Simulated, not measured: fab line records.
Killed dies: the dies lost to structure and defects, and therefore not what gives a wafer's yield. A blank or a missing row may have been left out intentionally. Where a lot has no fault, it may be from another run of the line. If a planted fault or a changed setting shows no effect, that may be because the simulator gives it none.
fab line records	flow sky130
record lots=6	wafers=18	lastDay=50
route steps=708 shown CAPM@538 METAL3@555
lots with no fault: from the same line, run without faults
startH: start of the lot's first displayed wafer, in hours after the record's first day	waitH: hours from the lot's prior step to this one	" same as the row above	L1.1+2: several wafers, shown together as one row	- value missing, or start not given	* or withheld: withheld	< > ~ a bound
route shown NAME@n: a module of which the file shows steps, and the number in the route of the first	usual: the fault-free wafers' mean and standard deviation	same: alike in all rows	chamber/n: place in a boat	sites: per-site readings	_std_site: the values' standard deviation	_edge_site: mean of outer sites minus mean of inner sites	radiusMm: for every site, how far away it sits from the centre of the wafer	mask NAME#n: copy n	behind: tool/chamber where the wafer was last shaped	hold: reason for holding the lot/hours on hold/outcome of the hold	device: names the non-switching transistor (n, p or np)	end of line: at the end of the route, the tests of the same wafers	for a step that has no rows: nothing shown but its recipe	killed: dies lost to structure and defects at the first sort, not the wafer's yield	map: dies across one wafer; x = killed, . = not, _ = none there
set.NAME: the setting the step ran with; set.NAME@STEP: the setting that earlier step ran with	model.NAME: the simulator's own value behind a step, which no gauge read
certain route steps with their lots: each step a table, each wafer a row
services: a tool's chamber out of use, with start hour (startH, from the record's first day; less than 0 if before it), hours out, and reason
## steps
# step SKY_CAPM_THK_MEAS_01
# recipe reads=SiO2_of_CAPM_CVD_00
# usual CAPM_CVD_00_THK=15.38/0.19
lot.wafer	tool	chamber	startH	waitH	CAPM_CVD_00_THK[nm]
L800.2	filmMetro-04	-	890.59	-	15.39
L800.3	"	-	"	"	15.38
L800.4	"	-	"	"	15.54
L804.1	filmMetro-02	-	914.34	-	15.22
L804.2	"	-	"	"	15.20
L804.6	"	-	"	"	15.19
L807.1	filmMetro-04	-	935.96	-	15.19
L807.4	"	-	"	"	15.50
L807.6	"	-	"	"	15.32
L810.1	filmMetro-01	-	960.43	-	15.37
L810.2	"	-	"	"	15.16
L810.6	"	-	"	"	15.44
L815.2	filmMetro-04	-	990.77	-	15.02
L815.4	"	-	"	"	15.49
L815.5	"	-	"	"	15.51
L818.2	filmMetro-01	-	1015.96	-	15.28
L818.3	"	-	"	"	15.32
L818.5	"	-	"	"	15.80
# step SKY_CAPM_SPUTTER_02
# recipe material=TiN	targetThkNm=200	tempC=300	powerW=6500	timeS=166.7	chamberPressurePa=0.4
# usual substrateTempC=300.00/0.2	throttleValvePct=30.0/0.91
# same timeS=166.7
lot.wafer	tool	chamber	startH	waitH	substrateTempC	throttleValvePct
L800.2	pvdSputter-01	-	890.64	0.0	300.11	30.1
L800.3	"	-	"	"	299.94	29.9
L800.4	"	-	"	"	300.03	31.3
L804.1	pvdSputter-01	-	914.40	0.1	299.90	29.7
L804.2	"	-	"	"	300.09	27.8
L804.6	"	-	"	"	300.24	29.9
L807.1	pvdSputter-02	-	936.02	0.1	299.97	31.2
L807.4	"	-	"	"	300.10	30.0
L807.6	"	-	"	"	299.87	30.4
L810.1	pvdSputter-03	-	960.49	0.1	300.00	30.3
L810.2	"	-	"	"	299.44	29.1
L810.6	"	-	"	"	300.08	29.8
L815.2	pvdSputter-01	-	990.82	0.0	299.92	31.2
L815.4	"	-	"	"	299.95	29.6
L815.5	"	-	"	"	300.15	31.7
L818.2	pvdSputter-01	-	1016.01	0.0	300.03	31.3
L818.3	"	-	"	"	299.76	29.9
L818.5	"	-	"	"	300.22	28.0
# step SKY_CAPM_RS_MEAS_03
# recipe thkMeasGauge=four-point-probe	reads=TiN_of_CAPM_SPUTTER_02
# usual CAPM_TIN_RS=6.87/0.081
lot.wafer	tool	chamber	startH	waitH	CAPM_TIN_RS[ohm/sq]
L800.2	filmMetro-04	-	890.77	0.1	6.93
L800.3	"	-	"	"	6.95
L800.4	"	-	"	"	6.89
L804.1	filmMetro-01	-	914.51	0.1	6.82
L804.2	"	-	"	"	6.83
L804.6	"	-	"	"	6.91
L807.1	filmMetro-02	-	936.13	0.1	6.81
L807.4	"	-	"	"	6.83
L807.6	"	-	"	"	6.77
L810.1	filmMetro-02	-	960.60	0.1	6.84
L810.2	"	-	"	"	6.77
L810.6	"	-	"	"	6.89
L815.2	filmMetro-02	-	990.95	0.1	6.76
L815.4	"	-	"	"	6.81
L815.5	"	-	"	"	6.81
L818.2	filmMetro-02	-	1016.14	0.1	6.97
L818.3	"	-	"	"	6.90
L818.5	"	-	"	"	6.90
# step SKY_CAPM_THK_MEAS_04
# recipe thkMeasGauge=xrf	reads=TiN_of_CAPM_SPUTTER_02
# usual CAPM_TIN_THK=198.6/2.4
lot.wafer	tool	chamber	startH	waitH	CAPM_TIN_THK[nm]
L800.2	filmMetro-04	-	890.88	0.1	195.8
L800.3	"	-	"	"	196.2
L800.4	"	-	"	"	198.3
L804.1	filmMetro-01	-	914.63	0.1	201.4
L804.2	"	-	"	"	201.5
L804.6	"	-	"	"	198.6
L807.1	filmMetro-02	-	936.25	0.1	201.9
L807.4	"	-	"	"	201.6
L807.6	"	-	"	"	202.2
L810.1	filmMetro-02	-	960.72	0.1	198.2
L810.2	"	-	"	"	201.0
L810.6	"	-	"	"	198.5
L815.2	filmMetro-02	-	991.06	0.1	199.6
L815.4	"	-	"	"	199.5
L815.5	"	-	"	"	199.3
L818.2	filmMetro-02	-	1016.25	0.1	195.9
L818.3	"	-	"	"	197.1
L818.5	"	-	"	"	198.6
# step SKY_CAPM_DEHYDRATE_05
# recipe tempC=200	timeS=60
# step SKY_CAPM_HMDS_06
# recipe primeTimeS=60	primeTempC=120
# step SKY_CAPM_COAT_07
# recipe resist=NOVOLAK	spinRpm=3000	resistThkNm=1140
# step SKY_CAPM_SOFTBAKE_08
# recipe tempC=90	timeS=60	resist=NOVOLAK
# step SKY_CAPM_EXPOSE_09
# recipe maskId=CAPM	na=0.6	sourceShape=conventional	sigmaOuter=0.6	polarization=unpolarized	targetCdNm=1000	doseMj=159
# step SKY_CAPM_PEB_10
# recipe tempC=withheld	timeS=*	resist=NOVOLAK
# step SKY_CAPM_DEVELOP_11
# recipe resist=NOVOLAK	developer=TMAH	developTimeS=60	devTempC=23
# step SKY_CAPM_OVL_MEAS_12
# usual CAPM_OVL=0.4/1.4
lot.wafer	tool	chamber	startH	waitH	CAPM_OVL[nm]
L800.2	overlay-01	-	916.11	0.1	1.0
L800.3	"	-	"	"	-0.8
L800.4	"	-	"	"	0.3
L804.1	overlay-01	-	938.83	0.1	-1.6
L804.2	"	-	"	"	-0.8
L804.6	"	-	"	"	-0.5
L807.1	overlay-01	-	959.43	0.1	0.2
L807.4	"	-	"	"	-1.8
L807.6	"	-	"	"	-0.7
L810.1	overlay-01	-	985.28	0.1	-0.3
L810.2	"	-	"	"	-1.2
L810.6	"	-	"	"	-1.1
L815.2	overlay-02	-	1013.87	0.1	1.0
L815.4	"	-	"	"	0.8
L815.5	"	-	"	"	1.4
L818.2	overlay-02	-	1039.04	0.1	2.6
L818.3	"	-	"	"	1.6
L818.5	"	-	"	"	2.8
# step SKY_CAPM_METAL_ETCH_13
# recipe targetDepthNm=220	stopOn=SiO2	chemistry=Cl2/BCl3	target=TiN	pressureMtorr=10	icpW=900	biasW=48.5	Cl2_flow_sccm=60	bcl3FlowSccm=30	timeS=62.9
# usual biasW=48.52/0.14	drypumpMotorCurrentA=5.61/0.24	oesProductAu=0.944/0.0082	rfFwdPowerW=892/3.9	throttleValvePct=21.898/0.0093
# same timeS=62.9
lot.wafer	tool	chamber	startH	waitH	biasW	drypumpMotorCurrentA	oesProductAu	rfFwdPowerW	rfHoursCounterH	throttleValvePct	model.NOVOLAK_of_CAPM_COAT_07.thkNm	model.SiO2_of_CAPM_CVD_00.thkNm
L800.2	rieMetal-01	1	916.14	0.0	48.49	5.87	0.933	894	11	21.892	989.7	15.4
L800.3	"	1	"	"	48.50	5.86	0.931	896	-	21.893	989.5	15.34
L800.4	"	0	"	"	48.47	5.39	0.944	888	-	21.908	986.8	15.54
L804.1	rieMetal-01	1	938.87	0.0	53.43	5.88	0.946	896	12	21.898	982	14.08
L804.2	"	0	"	"	53.37	5.38	0.947	892	14	21.898	983.2	14.09
L804.6	"	1	"	"	53.57	5.86	0.944	897	-	21.913	984.2	14.11
L807.1	rieMetal-01	1	959.47	0.0	53.27	5.88	0.951	895	13	21.892	985.1	14.09
L807.4	"	0	"	"	53.25	5.38	0.948	888	-	21.891	978.5	14.38
L807.6	"	0	"	"	53.19	5.39	0.950	888	-	21.872	984.5	14.2
L810.1	rieMetal-02	1	985.32	0.0	48.65	5.46	0.946	885	17	21.908	990.8	15.4
L810.2	"	0	"	"	48.63	5.45	0.949	891	7	21.897	997.4	15.23
L810.6	"	0	"	"	48.69	5.46	0.941	893	-	21.884	993.5	15.49
L815.2	rieMetal-04	0	1013.90	0.0	48.46	5.43	0.954	883	11	21.896	990.1	14.99
L815.4	"	0	"	"	48.41	5.42	0.952	887	-	21.884	991.3	15.51
L815.5	"	1	"	"	48.74	5.92	0.960	899	-	21.901	985.2	15.49
L818.2	rieMetal-01	1	1039.07	0.0	48.39	5.84	0.934	895	17	21.896	997.2	15.33
L818.3	"	0	"	"	48.80	5.37	0.945	889	-	21.899	994.9	15.34
L818.5	"	1	"	"	48.54	5.85	0.939	897	-	21.903	996.2	15.82
# step SKY_CAPM_STRIP_14
# recipe chemistry=O2/N2	powerW=1400	pressureMtorr=1500	platenTempC=withheld	o2FlowSccm=3000	n2FlowSccm=300	overashFraction=0.5
# usual drypumpMotorCurrentA=5.4/0.53	oesProductAu=0.710/0.0041	stripTimeToEndpointS=12.65/0.048
lot.wafer	tool	chamber	startH	waitH	drypumpMotorCurrentA	oesProductAu	rfHoursCounterH	stripTimeToEndpointS
L800.2	plasmaAsher-03	0	916.22	0.1	4.9	0.705	45	12.60
L800.3	"	1	"	"	5.7	0.714	-	12.62
L800.4	"	0	"	"	4.9	0.718	-	12.56
L804.1	plasmaAsher-04	0	938.95	0.1	6.2	0.717	111	12.52
L804.2	"	1	"	"	4.8	0.704	111	12.55
L804.6	"	0	"	"	6.2	0.705	-	12.56
L807.1	plasmaAsher-02	1	959.55	0.1	5.0	0.707	24	12.55
L807.4	"	1	"	"	5.0	0.709	-	12.50
L807.6	"	0	"	"	5.9	0.707	-	12.55
L810.1	plasmaAsher-03	1	985.40	0.1	5.7	0.714	52	12.62
L810.2	"	0	"	"	4.9	0.714	52	12.70
L810.6	"	0	"	"	4.9	0.713	-	12.67
L815.2	plasmaAsher-02	0	1013.98	0.1	5.8	0.711	29	12.62
L815.4	"	0	"	"	5.8	0.713	-	12.63
L815.5	"	1	"	"	5.0	0.709	-	12.55
L818.2	plasmaAsher-04	1	1039.15	0.1	4.8	0.713	121	12.70
L818.3	"	1	"	"	4.8	0.707	-	12.68
L818.5	"	0	"	"	6.2	0.707	-	12.68
# step SKY_CAPM_STRIP_15
# recipe chemistry=postEtchResidueRemover	timeS=1200	tempC=72.5
# step SKY_CAPM_CLEAN_16
# recipe chemistry=IPA	timeS=180	tempC=25
# step SKY_CAPM_CLEAN_17
# recipe chemistry=O3/DIW	dry=n2Spin
# step SKY_METAL3_DEHYDRATE_05
# recipe tempC=200	timeS=60
# step SKY_METAL3_HMDS_06
# recipe primeTimeS=60	primeTempC=120
# step SKY_METAL3_COAT_07
# recipe resist=BARC	tempC=withheld	timeS=withheld	spinRpm=3000	resistThkNm=60
# step SKY_METAL3_COAT_08
# recipe resist=KrF-thick	spinRpm=3000	resistThkNm=1140
# step SKY_METAL3_SOFTBAKE_09
# recipe tempC=100	timeS=90	resist=KrF-thick
# step SKY_METAL3_EXPOSE_10
# recipe maskId=MM3	na=0.68	sourceShape=annular	sigmaInner=0.4	sigmaOuter=0.8	targetCdNm=300	doseMj=28
# step SKY_METAL3_PEB_11
# recipe pebTempC=withheld	pebTimeS=withheld	resist=KrF-thick
# step SKY_METAL3_DEVELOP_12
# recipe developTimeS=60	resist=KrF-thick	devTempC=21
# step SKY_METAL3_CD_MEAS_13
# recipe targetCdNm=300
# usual cdNm=299.6/1.3
lot.wafer	tool	chamber	startH	waitH	cdNm
L800.2	cdSem-01	-	942.03	-	296.7
L800.3	"	-	"	"	298.2
L800.4	"	-	"	"	298.4
L804.1	cdSem-01	-	963.81	-	299.9
L804.2	"	-	"	"	299.3
L804.6	"	-	"	"	299.1
L807.1	cdSem-02	-	984.71	-	301.8
L807.4	"	-	"	"	300.5
L807.6	"	-	"	"	299.5
L810.1	cdSem-01	-	1009.26	-	298.1
L810.2	"	-	"	"	298.8
L810.6	"	-	"	"	299.7
L815.2	cdSem-01	-	1037.20	-	301.9
L815.4	"	-	"	"	301.1
L815.5	"	-	"	"	300.1
L818.2	cdSem-01	-	1061.73	-	299.5
L818.3	"	-	"	"	300.5
L818.5	"	-	"	"	299.5
# step SKY_METAL3_OVL_MEAS_14
# usual METAL3_OVL=0/4.6
lot.wafer	tool	chamber	startH	waitH	METAL3_OVL[nm]
L800.2	overlay-02	-	942.13	0.1	-3
L800.3	"	-	"	"	1
L800.4	"	-	"	"	4
L804.1	overlay-02	-	963.93	0.1	3
L804.2	"	-	"	"	4
L804.6	"	-	"	"	4
L807.1	overlay-02	-	984.83	0.1	7
L807.4	"	-	"	"	14
L807.6	"	-	"	"	12
L810.1	overlay-02	-	1009.38	0.1	2
L810.2	"	-	"	"	-5
L810.6	"	-	"	"	1
L815.2	overlay-02	-	1037.31	0.1	-4
L815.4	"	-	"	"	0
L815.5	"	-	"	"	2
L818.2	overlay-01	-	1061.83	0.1	0
L818.3	"	-	"	"	2
L818.5	"	-	"	"	1
# step SKY_METAL3_DESCUM_15
# recipe chemistry=O2	sourcePowerW=150	biasPowerW=0	pressureMtorr=10	tempC=40	timeS=8
# usual drypumpMotorCurrentA=5.69/0.24	oesProductAu=1.000/0.0086	rfFwdPowerW=147.3/0.93
# same timeS=8
lot.wafer	tool	chamber	startH	waitH	drypumpMotorCurrentA	oesProductAu	rfFwdPowerW	rfHoursCounterH
L800.2	rieMetal-03	1	942.16	0.0	5.67	0.990	146.8	11
L800.3	"	0	"	"	5.96	0.991	146.9	-
L800.4	"	1	"	"	5.65	0.995	146.7	-
L804.1	rieMetal-03	0	963.96	0.0	5.94	0.992	147.0	16
L804.2	"	1	"	"	5.68	0.998	147.3	12
L804.6	"	1	"	"	5.67	1.004	147.0	-
L807.1	rieMetal-04	0	984.86	0.0	5.39	1.007	146.2	9
L807.4	"	1	"	"	5.96	0.996	148.7	-
L807.6	"	1	"	"	5.93	0.995	149.8	-
L810.1	rieMetal-04	1	1009.41	0.0	5.90	0.996	148.1	13
L810.2	"	0	"	"	5.37	0.990	146.5	11
L810.6	"	0	"	"	5.39	0.997	146.7	-
L815.2	rieMetal-01	0	1037.34	0.0	5.36	1.018	147.0	19
L815.4	"	1	"	"	5.87	0.998	147.9	-
L815.5	"	0	"	"	5.37	0.998	145.6	-
L818.2	rieMetal-01	0	1061.86	0.0	5.38	0.996	146.2	21
L818.3	"	1	"	"	5.86	1.008	148.0	-
L818.5	"	0	"	"	5.38	1.000	145.4	-
# step SKY_METAL3_ETCH_16
# recipe chemistry=N2/H2	target=BARC	ionEnergyEv=200	biasW=100	pressureMtorr=30	n2FlowSccm=100	h2FlowSccm=200	icpW=500	stopOn=SiO2	timeS=88.2	targetDepthA=600
# usual biasW=100.0/0.3	drypumpMotorCurrentA=5.70/0.24	oesProductAu=0.625/0.0042	rfFwdPowerW=496.8/1.9	throttleValvePct=13.205/0.009
# same timeS=88.2
lot.wafer	tool	chamber	startH	waitH	biasW	drypumpMotorCurrentA	oesProductAu	rfFwdPowerW	rfHoursCounterH	throttleValvePct
L800.2	rieMetal-03	1	942.19	0.0	99.8	5.69	0.628	497.2	11	13.199
L800.3	"	0	"	"	99.9	5.90	0.627	494.9	-	13.205
L800.4	"	1	"	"	99.6	5.68	0.628	497.9	-	13.213
L804.1	rieMetal-03	0	963.99	0.0	100.5	5.92	0.618	494.4	16	13.207
L804.2	"	1	"	"	100.4	5.66	0.631	498.7	12	13.203
L804.6	"	1	"	"	99.9	5.69	0.614	495.2	-	13.201
L807.1	rieMetal-04	0	984.89	0.0	99.9	5.44	0.630	496.0	9	13.207
L807.4	"	1	"	"	99.9	5.94	0.620	498.5	-	13.196
L807.6	"	1	"	"	99.9	5.92	0.622	496.6	-	13.191
L810.1	rieMetal-04	1	1009.44	0.0	99.9	5.95	0.621	497.1	13	13.219
L810.2	"	0	"	"	100.2	5.40	0.625	493.9	11	13.188
L810.6	"	0	"	"	99.9	5.40	0.623	493.8	-	13.220
L815.2	rieMetal-01	0	1037.37	0.0	100.2	5.40	0.623	494.7	19	13.201
L815.4	"	1	"	"	100.4	5.89	0.621	496.7	-	13.209
L815.5	"	0	"	"	99.6	5.39	0.626	493.9	-	13.210
L818.2	rieMetal-01	0	1061.89	0.0	99.4	5.40	0.627	494.8	21	13.209
L818.3	"	1	"	"	99.4	5.88	0.629	498.5	-	13.209
L818.5	"	0	"	"	99.4	5.41	0.627	494.9	-	13.217
# step SKY_METAL3_ETCH_17
# recipe target=SiO2	stopOn=TiN	chemistry=C4F8/O2/Ar	sourceW=1500	biasW=1200	pressureMtorr=40	c4f8FlowSccm=withheld	O2_flow_sccm=6	Ar_flow_sccm=300	timeS=3.9	targetDepthA=150
# usual biasW=1200/3.7	oesProductAu=0.751/0.006	rfFwdPowerW=1467/8.1
# same timeS=3.9
lot.wafer	tool	chamber	startH	waitH	biasW	oesProductAu	rfFwdPowerW	rfHoursCounterH
L800.2	rieDiel-03	0	942.29	0.1	1198	0.749	1472	0
L800.3	"	2	"	"	1201	0.749	1484	2
L800.4	"	3	"	"	1197	0.750	1472	15
L804.1	rieDiel-04	0	964.09	0.1	1200	0.716	1476	18
L804.2	"	2	"	"	1199	0.717	1467	12
L804.6	"	1	"	"	1199	0.720	1468	-
L807.1	rieDiel-03	1	984.99	0.1	1203	0.722	1459	12
L807.4	"	0	"	"	1210	0.724	1484	2
L807.6	"	0	"	"	1203	0.719	1488	-
L810.1	rieDiel-01	0	1009.54	0.1	1204	0.755	1467	14
L810.2	"	1	"	"	1199	0.742	1457	5
L810.6	"	1	"	"	1197	0.751	1454	-
L815.2	rieDiel-03	3	1037.47	0.1	1199	0.738	1477	18
L815.4	"	1	"	"	1199	0.751	1460	14
L815.5	"	0	"	"	1205	0.756	1478	-
L818.2	rieDiel-03	0	1061.99	0.1	1193	0.757	1475	4
L818.3	"	3	"	"	1196	0.747	1458	18
L818.5	"	3	"	"	1198	0.764	1471	-
# step SKY_METAL3_METAL_ETCH_18
# recipe targetDepthA=8450	stopOn=SiO2	overEtchFrac=0.3	timeS=183.1	chemistry=Cl2/BCl3	resistSidewallDeg=88	pressureMtorr=10	icpW=900	biasW=48.5	Cl2_flow_sccm=60	bcl3FlowSccm=30
# usual biasW=48.48/0.13	drypumpMotorCurrentA=5.71/0.23	oesProductAu=0.869/0.0059	rfFwdPowerW=897.6/2.8	throttleValvePct=22.265/0.0094
# same timeS=183.1
lot.wafer	tool	chamber	startH	waitH	biasW	drypumpMotorCurrentA	oesProductAu	rfFwdPowerW	rfHoursCounterH	throttleValvePct
L800.2	rieMetal-01	0	942.31	0.0	48.90	5.41	0.870	894.8	14	22.270
L800.3	"	1	"	"	48.47	5.88	0.872	896.4	-	22.253
L800.4	"	0	"	"	48.67	5.40	0.878	895.9	-	22.259
L804.1	rieMetal-04	1	964.11	0.0	48.32	5.92	0.864	899.1	10	22.272
L804.2	"	0	"	"	48.41	5.41	0.866	898.5	8	22.269
L804.6	"	1	"	"	48.28	5.90	0.865	896.8	-	22.257
L807.1	rieMetal-03	0	985.01	0.0	48.37	5.99	0.872	889.4	17	22.271
L807.4	"	0	"	"	48.17	5.97	0.868	892.0	-	22.270
L807.6	"	0	"	"	48.33	5.95	0.871	893.4	-	22.275
L810.1	rieMetal-03	1	1009.56	0.0	48.53	5.65	0.866	895.1	15	22.263
L810.2	"	0	"	"	48.27	5.95	0.863	898.5	19	22.272
L810.6	"	0	"	"	48.28	5.99	0.859	896.6	-	22.248
L815.2	rieMetal-04	1	1037.49	0.0	48.51	5.90	0.873	899.8	14	22.277
L815.4	"	1	"	"	48.64	5.92	0.875	894.6	-	22.281
L815.5	"	1	"	"	48.74	5.91	0.873	899.1	-	22.270
L818.2	rieMetal-03	1	1062.01	0.0	48.40	5.65	0.876	896.8	18	22.270
L818.3	"	1	"	"	48.53	5.65	0.863	896.8	-	22.282
L818.5	"	1	"	"	48.40	5.65	0.868	901.4	-	22.260
## services
tool	chamber	startH	hours	kind
pvdSputter-01	-	867.88	12.1	repair
plasmaAsher-02	-	881.66	1.8	repair
rieDiel-01	2	894.71	8.3	repair
plasmaAsher-03	-	895.81	5.2	repair
plasmaAsher-04	-	896.20	10.9	repair
rieDiel-03	-	896.80	15.6	pm
rieDiel-04	1	903.66	8.8	repair
rieMetal-04	-	910.39	1.4	pm
rieDiel-03	-	912.40	14.6	pm
rieDiel-03	0	927.00	-	clean
rieDiel-03	2	934.23	3.7	repair
pvdSputter-01	-	936.49	51.4	repair
plasmaAsher-03	-	939.72	4.4	repair
pvdSputter-01	-	953.44	6.6	repair
rieDiel-03	-	955.93	1.2	repair
plasmaAsher-03	-	963.27	1.4	repair
rieDiel-03	3	966.75	7.6	repair
rieDiel-04	0	992.85	20.4	repair
rieMetal-02	-	993.73	14.6	pm
plasmaAsher-04	-	1021.11	1.4	repair
rieMetal-01	1	1033.72	3.0	repair
pvdSputter-03	-	1046.42	24.0	repair
rieDiel-01	1	1048.36	14.6	repair
plasmaAsher-04	-	1055.25	9.0	pm
## key
firstSign step=SKY_CAPM_METAL_ETCH_13	reading=biasW	direction=up	sigmas=35	usual=48.52	struck=53.35
effect step=SKY_METAL3_ETCH_17	reading=oesProductAu	direction=down	sigmas=5.3	usual=0.751	struck=0.720
modelEffect step=SKY_CAPM_METAL_ETCH_13	value=NOVOLAK_of_CAPM_COAT_07.thkNm	without=989.1	struck=982.9
metAt SKY_CAPM_METAL_ETCH_13
struckWafers L804.1,L804.2,L804.6,L807.1,L807.4,L807.6
onsetBetween 916.14 938.87
fault kind=processParameterDrift	tool=rieMetal-01	chamber=-	onsetH=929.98	steps=SKY_CAPM_METAL_ETCH_13	channel=biasW	offset=4.842	shape=step	endH=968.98	actsIn=theseRecipesOnly	stated=48.5
